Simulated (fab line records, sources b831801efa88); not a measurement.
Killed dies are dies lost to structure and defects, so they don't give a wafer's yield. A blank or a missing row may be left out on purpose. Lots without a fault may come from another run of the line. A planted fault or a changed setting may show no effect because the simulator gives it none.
Chamber matching | flow sky130 | SKY_PASSIVATION_CVD_00 on pecvd-02: 3 sister chambers
The step deposits SiO2, target thk 90 nm. 6 wafers are shown with their chamber, then 9 later ones without.

WAFERS WITH THEIR CHAMBER
wafer  | chamber | heater_power_w (W)
L079.5 | 2       | 626
L082.4 | 1       | 638
L082.5 | 0       | 538
L086.1 | 1       | 764
L086.2 | 0       | 618
L086.3 | 2       | 598

WAFERS WITHOUT THEIR CHAMBER
wafer  | heater_power_w (W)
L086.4 | 614
L086.5 | 618
L086.6 | 750
L092.1 | 715
L092.2 | 589
L092.4 | 626
L094.4 | 640
L094.5 | 748
L094.6 | 605

WHICH CHAMBER EACH WENT THROUGH
wafer  | from the rows above          | in truth
L086.4 | can't be placed: 2 or 0 or 1 | 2
L086.5 | can't be placed: 2 or 0 or 1 | 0
L086.6 | can't be placed: 1 or 2 or 0 | 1
L092.1 | can't be placed: 1 or 2 or 0 | 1
L092.2 | can't be placed: 0 or 2 or 1 | 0
L092.4 | can't be placed: 2 or 0 or 1 | 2
L094.4 | can't be placed: 2 or 1 or 0 | 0
L094.5 | can't be placed: 1 or 2 or 0 | 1
L094.6 | can't be placed: 2 or 0 or 1 | 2
Placed correctly: 0 of 9. Can't be placed from these rows: 9 (the true chamber is among the candidates in 9). Placed wrongly: 0.
How it was worked out, from the rows above alone: a wafer's distance from a chamber is the root of the sum, over the readings, of the square of ((its reading less the chamber's mean) divided by the reading's scatter). The wafer belongs to the nearest chamber; if the next one is less than 2 further off, it can't be placed. A chamber's mean is the mean of its shown wafers. The scatter: the root of (the sum of the squares of (reading less its chamber's mean) over the shown wafers, divided by (wafers less chambers)).
